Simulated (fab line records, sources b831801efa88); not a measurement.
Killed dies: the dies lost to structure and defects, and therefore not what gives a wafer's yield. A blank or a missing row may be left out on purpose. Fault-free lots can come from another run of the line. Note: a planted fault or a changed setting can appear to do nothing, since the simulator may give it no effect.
fab line records -- flow gf180mcu
record: lots: 14, wafers: 42, last-day: 32
route steps=602 shown M4@461 V4@487
lots untouched by any fault: they come from a run of this same line in which no faults occurred
start-h: hours from the record's opening day to when the first of the lot's shown wafers began -- wait-h: hours from the lot's prior step to this one -- " repeats the value in the row above -- L1.1+2: a row that stands for several wafers -- - no value, or no start was given -- * or withheld: withheld -- < > ~ a bound
route shown NAME@n: NAME is a module with steps in the file, n the number in the route of the first one -- usual: the fault-free wafers' mean and standard deviation -- same: alike in all rows -- chamber/n: place in a boat -- sites: each site's reading -- _std_site: standard deviation of those values -- _edge_site: outer sites' mean less inner sites' -- radius-mm: how far each site lies from the wafer's centre -- mask NAME#n: copy n -- behind: tool/chamber where the wafer was last shaped -- hold: the reason the lot was held/the length of the hold in hours/how it ended -- device: the transistor (n, p or np) that didn't switch -- end of line: the tests these same wafers got at the end of their route -- step lacking rows: just its recipe -- killed: count of dies lost to structure and defects at first sort (not the wafer's yield) -- map: the dies of a wafer, with x for killed, . for not killed, _ for no die there
set.NAME: setting as actually run; set.NAME@STEP: the setting as run at that earlier step -- model.NAME: the simulator's own value behind a step, which no gauge read
steps of the route over a sample of lots; a table a step, a row a wafer
services: from which hour (start-h, from the record's first day; less than 0 if before it) a tool's chamber was out of use, for how many hours, and why
== steps ==
step: GF_M4_RS_MEAS_05
recipe: thk-meas-gauge: four-point-probe, reads: TiN_of_M4_SPUTTER_04+Ti_of_M4_SPUTTER_03+AlCu_of_M4_SPUTTER_02+TiN_of_M4_SPUTTER_01+Ti_of_M4_SPUTTER_00
usual: M4_ALCU_RS: 0.0695/0.00094
lot.wafer,tool,chamber,start-h,wait-h,M4_ALCU_RS[ohm/sq]
L846.4,film-metro-04,-,520.68,0.1,0.0686
L846.5,film-metro-04,-,520.68,0.1,0.0699
L846.6,film-metro-04,-,520.68,0.1,0.0687
L845.1,film-metro-04,-,525.68,0.0,0.0694
L845.3,film-metro-04,-,525.68,0.0,0.0686
L845.6,film-metro-04,-,525.68,0.0,0.0678
L848.1,film-metro-04,-,542.71,0.0,0.0714
L848.5,film-metro-04,-,542.71,0.0,0.0709
L848.6,film-metro-04,-,542.71,0.0,0.0709
L849.1,film-metro-03,-,544.29,0.0,0.0703
L849.2,film-metro-03,-,544.29,0.0,0.0701
L849.4,film-metro-03,-,544.29,0.0,0.0693
L850.2,film-metro-03,-,555.81,0.0,0.0696
L850.4,film-metro-03,-,555.81,0.0,0.0691
L850.5,film-metro-03,-,555.81,0.0,0.0700
L851.1,film-metro-04,-,562.46,0.0,0.0695
L851.4,film-metro-04,-,562.46,0.0,0.0699
L851.5,film-metro-04,-,562.46,0.0,0.0697
L852.1,film-metro-04,-,572.63,0.0,0.0705
L852.2,film-metro-04,-,572.63,0.0,0.0696
L852.3,film-metro-04,-,572.63,0.0,0.0688
L853.3,film-metro-01,-,580.70,0.1,0.0690
L853.4,film-metro-01,-,580.70,0.1,0.0689
L853.6,film-metro-01,-,580.70,0.1,0.0696
L854.2,film-metro-03,-,587.50,0.0,0.0691
L854.4,film-metro-03,-,587.50,0.0,0.0690
L854.6,film-metro-03,-,587.50,0.0,0.0688
L856.3,film-metro-03,-,604.07,0.1,0.0693
L856.4,film-metro-03,-,604.07,0.1,0.0685
L856.6,film-metro-03,-,604.07,0.1,0.0692
L857.2,film-metro-04,-,604.40,0.0,0.0692
L857.3,film-metro-04,-,604.40,0.0,0.0709
L857.4,film-metro-04,-,604.40,0.0,0.0707
L858.1,film-metro-04,-,627.99,0.0,0.0689
L858.4,film-metro-04,-,627.99,0.0,0.0684
L858.5,film-metro-04,-,627.99,0.0,0.0688
L859.1,film-metro-01,-,631.31,0.0,0.0696
L859.3,film-metro-01,-,631.31,0.0,0.0688
L859.6,film-metro-01,-,631.31,0.0,0.0686
L860.4,film-metro-04,-,637.33,0.1,0.0697
L860.5,film-metro-04,-,637.33,0.1,0.0689
L860.6,film-metro-04,-,637.33,0.1,0.0690
step: GF_V4_EXPOSE_11
recipe: mask-id: Via4, target-cd-nm: 260, na: 0.68, source-shape: conventional, sigma-outer: 0.6, dose-mj: 38
usual: exposure-dose-mJ-cm2: 37.99/0.034, focus-offset-nm: 0.2/0.56
lot.wafer,tool,chamber,start-h,wait-h,mask,exposure-dose-mJ-cm2,focus-offset-nm
L846.4,krf-scanner-02,0,555.89,-,Via4#0,37.98,1.0
L846.5,krf-scanner-02,0,555.89,-,Via4#0,38.00,0.6
L846.6,krf-scanner-02,0,555.89,-,Via4#0,38.01,0.4
L845.1,krf-scanner-01,0,561.17,-,Via4#0,37.98,0.3
L845.3,krf-scanner-01,0,561.17,-,Via4#0,38.00,0.4
L845.6,krf-scanner-01,0,561.17,-,Via4#0,38.04,0.2
L848.1,krf-scanner-02,0,577.60,-,Via4#0,37.98,-0.2
L848.5,krf-scanner-02,0,577.60,-,Via4#0,38.00,-0.8
L848.6,krf-scanner-02,0,577.60,-,Via4#0,37.98,-0.5
L849.1,krf-scanner-02,0,578.44,-,Via4#0,37.97,0.1
L849.2,krf-scanner-02,0,578.44,-,Via4#0,38.00,-0.2
L849.4,krf-scanner-02,0,578.44,-,Via4#0,37.96,0.1
L850.2,krf-scanner-02,0,589.85,-,Via4#0,37.96,0.2
L850.4,krf-scanner-02,0,589.85,-,Via4#0,37.93,0.7
L850.5,krf-scanner-02,0,589.85,-,Via4#0,37.97,1.1
L851.1,krf-scanner-01,0,596.23,-,Via4#0,37.97,-0.2
L851.4,krf-scanner-01,0,596.23,-,Via4#0,37.98,-0.4
L851.5,krf-scanner-01,0,596.23,-,Via4#0,37.99,0.8
L852.1,krf-scanner-01,0,606.13,-,Via4#0,38.01,0.8
L852.2,krf-scanner-01,0,606.13,-,Via4#0,37.97,0.5
L852.3,krf-scanner-01,0,606.13,-,Via4#0,38.00,0.2
L853.3,krf-scanner-01,0,613.54,-,Via4#0,38.01,-0.3
L853.4,krf-scanner-01,0,613.54,-,Via4#0,38.01,0.3
L853.6,krf-scanner-01,0,613.54,-,Via4#0,38.04,0.0
L854.2,krf-scanner-01,0,621.10,-,Via4#0,38.03,0.3
L854.4,krf-scanner-01,0,621.10,-,Via4#0,37.96,0.4
L854.6,krf-scanner-01,0,621.10,-,Via4#0,37.95,0.3
L856.3,krf-scanner-02,0,636.51,-,Via4#0,38.00,0.2
L856.4,krf-scanner-02,0,636.51,-,Via4#0,37.98,0.9
L856.6,krf-scanner-02,0,636.51,-,Via4#0,37.95,0.2
L857.2,krf-scanner-02,0,637.12,-,Via4#0,37.96,-0.9
L857.3,krf-scanner-02,0,637.12,-,Via4#0,38.01,-1.0
L857.4,krf-scanner-02,0,637.12,-,Via4#0,38.03,-0.5
L858.1,krf-scanner-01,0,659.46,-,Via4#0,37.95,-0.7
L858.4,krf-scanner-01,0,659.46,-,Via4#0,38.02,-0.1
L858.5,krf-scanner-01,0,659.46,-,Via4#0,37.92,-0.1
L859.1,krf-scanner-01,-,662.33,-,Via4#0,-,-
L859.3,krf-scanner-01,-,662.33,-,Via4#0,-,-
L859.6,krf-scanner-01,-,662.33,-,Via4#0,-,-
L860.4,krf-scanner-01,-,668.84,-,Via4#0,-,-
L860.5,krf-scanner-01,-,668.84,-,Via4#0,-,-
L860.6,krf-scanner-01,-,668.84,-,Via4#0,-,-
step: GF_V4_CD_MEAS_14
recipe: target-cd-nm: 260
usual: cd-nm: 259.2/1.3
lot.wafer,tool,chamber,start-h,wait-h,cd-nm
L846.4,cd-sem-02,-,566.59,0.1,261.2
L846.5,cd-sem-02,-,566.59,0.1,261.4
L846.6,cd-sem-02,-,566.59,0.1,260.5
L845.1,cd-sem-02,-,572.13,0.1,260.5
L845.3,cd-sem-02,-,572.13,0.1,260.0
L845.6,cd-sem-02,-,572.13,0.1,260.4
L848.1,cd-sem-02,-,587.83,0.1,259.8
L848.5,cd-sem-02,-,587.83,0.1,259.1
L848.6,cd-sem-02,-,587.83,0.1,259.1
L849.1,cd-sem-01,-,589.10,0.1,258.9
L849.2,cd-sem-01,-,589.10,0.1,258.3
L849.4,cd-sem-01,-,589.10,0.1,260.0
L850.2,cd-sem-02,-,599.70,0.1,258.8
L850.4,cd-sem-02,-,599.70,0.1,258.0
L850.5,cd-sem-02,-,599.70,0.1,257.8
L851.1,cd-sem-02,-,606.70,0.1,259.9
L851.4,cd-sem-02,-,606.70,0.1,258.9
L851.5,cd-sem-02,-,606.70,0.1,259.7
L852.1,cd-sem-02,-,616.49,0.1,257.8
L852.2,cd-sem-02,-,616.49,0.1,258.2
L852.3,cd-sem-02,-,616.49,0.1,258.5
L853.3,cd-sem-01,-,624.08,0.1,260.7
L853.4,cd-sem-01,-,624.08,0.1,261.0
L853.6,cd-sem-01,-,624.08,0.1,261.1
L854.2,cd-sem-01,-,631.07,0.1,260.6
L854.4,cd-sem-01,-,631.07,0.1,260.9
L854.6,cd-sem-01,-,631.07,0.1,259.5
L856.3,cd-sem-02,-,646.53,0.1,257.7
L856.4,cd-sem-02,-,646.53,0.1,257.8
L856.6,cd-sem-02,-,646.53,0.1,258.1
L857.2,cd-sem-02,-,647.21,0.1,258.4
L857.3,cd-sem-02,-,647.21,0.1,258.7
L857.4,cd-sem-02,-,647.21,0.1,258.7
L858.1,cd-sem-02,-,669.34,0.1,258.5
L858.4,cd-sem-02,-,669.34,0.1,258.5
L858.5,cd-sem-02,-,669.34,0.1,257.3
L859.1,cd-sem-02,-,671.98,0.1,-
L859.3,cd-sem-02,-,671.98,0.1,-
L859.6,cd-sem-02,-,671.98,0.1,-
L860.4,cd-sem-02,-,677.94,0.1,-
L860.5,cd-sem-02,-,677.94,0.1,-
L860.6,cd-sem-02,-,677.94,0.1,-
step: GF_V4_SPUTTER_21
recipe: material: Ti, target-thk-nm: 15, chamber-pressure-pa: 5, power-w: 2500, substrate-temp-c: 200, time-s: 80.02
usual: chamber-pressure-pa: 4.999/0.011, throttle-valve-pct: 30.2/1.3
lot.wafer,tool,chamber,start-h,wait-h,chamber-pressure-pa,throttle-valve-pct
L846.4,pvd-sputter-02,-,567.35,0.0,5.031,29.9
L846.5,pvd-sputter-02,-,567.35,0.0,5.006,29.4
L846.6,pvd-sputter-02,-,567.35,0.0,5.007,30.0
L845.1,pvd-sputter-02,-,572.99,0.0,4.996,30.2
L845.3,pvd-sputter-02,-,572.99,0.0,4.999,28.8
L845.6,pvd-sputter-02,-,572.99,0.0,4.982,30.0
L848.1,pvd-sputter-02,-,588.67,0.0,5.002,30.0
L848.5,pvd-sputter-02,-,588.67,0.0,5.008,29.9
L848.6,pvd-sputter-02,-,588.67,0.0,5.007,30.0
L849.1,pvd-sputter-04,-,589.94,0.0,5.004,28.8
L849.2,pvd-sputter-04,-,589.94,0.0,4.998,28.1
L849.4,pvd-sputter-04,-,589.94,0.0,5.000,29.3
L850.2,pvd-sputter-01,-,600.50,0.0,4.997,32.4
L850.4,pvd-sputter-01,-,600.50,0.0,4.995,29.9
L850.5,pvd-sputter-01,-,600.50,0.0,5.000,30.8
L851.1,pvd-sputter-04,-,607.86,0.0,4.997,28.2
L851.4,pvd-sputter-04,-,607.86,0.0,5.023,29.1
L851.5,pvd-sputter-04,-,607.86,0.0,5.028,29.1
L852.1,pvd-sputter-01,-,617.31,0.0,4.992,30.0
L852.2,pvd-sputter-01,-,617.31,0.0,4.994,32.3
L852.3,pvd-sputter-01,-,617.31,0.0,4.994,32.7
L853.3,pvd-sputter-02,-,624.86,0.0,5.004,30.4
L853.4,pvd-sputter-02,-,624.86,0.0,4.985,29.9
L853.6,pvd-sputter-02,-,624.86,0.0,5.001,30.3
L854.2,pvd-sputter-01,-,631.87,0.0,4.985,32.9
L854.4,pvd-sputter-01,-,631.87,0.0,4.990,32.5
L854.6,pvd-sputter-01,-,631.87,0.0,4.996,32.9
L856.3,pvd-sputter-01,-,647.31,0.0,4.987,32.5
L856.4,pvd-sputter-01,-,647.31,0.0,4.998,30.9
L856.6,pvd-sputter-01,-,647.31,0.0,5.009,32.5
L857.2,pvd-sputter-04,-,648.01,0.0,4.999,29.6
L857.3,pvd-sputter-04,-,648.01,0.0,5.015,29.0
L857.4,pvd-sputter-04,-,648.01,0.0,5.012,28.2
L858.1,pvd-sputter-02,-,670.16,0.0,4.988,29.4
L858.4,pvd-sputter-02,-,670.16,0.0,5.021,30.1
L858.5,pvd-sputter-02,-,670.16,0.0,5.009,29.7
L859.1,pvd-sputter-01,-,672.80,0.0,5.003,30.1
L859.3,pvd-sputter-01,-,672.80,0.0,4.994,32.9
L859.6,pvd-sputter-01,-,672.80,0.0,4.985,31.1
L860.4,pvd-sputter-01,-,678.73,0.0,4.994,33.2
L860.5,pvd-sputter-01,-,678.73,0.0,4.996,33.2
L860.6,pvd-sputter-01,-,678.73,0.0,5.010,32.4
== services ==
tool,chamber,start-h,hours,kind
krf-scanner-01,-,542.32,1.3,pm
krf-scanner-02,-,545.73,1.4,repair
krf-scanner-01,-,567.52,0.8,pm
krf-scanner-02,-,572.71,1.0,pm
krf-scanner-01,-,577.55,4.4,pm
krf-scanner-02,-,584.24,0.8,repair
pvd-sputter-02,-,607.05,1.4,repair
krf-scanner-02,-,621.08,0.6,repair
krf-scanner-01,-,637.87,1.0,pm
krf-scanner-02,0,643.87,-,calibration
pvd-sputter-01,-,653.32,5.3,repair
krf-scanner-02,-,654.33,1.3,pm
krf-scanner-02,-,656.05,0.8,pm
krf-scanner-02,-,667.52,0.8,pm
== key ==
first-sign: step: GF_V4_EXPOSE_11, reading: tool-record, direction: missing
effect none on later readings
met-at GF_V4_EXPOSE_11
struck-lots L859,L860
later-rows-left-out L859.1,L859.3,L859.6,L860.4,L860.5,L860.6
sort-left-out L859.1,L859.3,L859.6,L860.4,L860.5,L860.6
not-acting-at GF_M4_RS_MEAS_05,GF_V4_CD_MEAS_14,GF_V4_SPUTTER_21
onset-between 659.46 662.33
fault: kind: skipped-step-whole, tool: krf-scanner-01, chamber: -, onset-h: 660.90, steps: GF_V4_EXPOSE_11, scope: struck-lots-only
sort-left-out: the simulated sort isn't trusted on such a fault, so these wafers' sort isn't shown, and their yield isn't known
later-rows-left-out: the simulator's readings of these wafers behind a module that went badly wrong aren't trusted and aren't shown, but for the sort
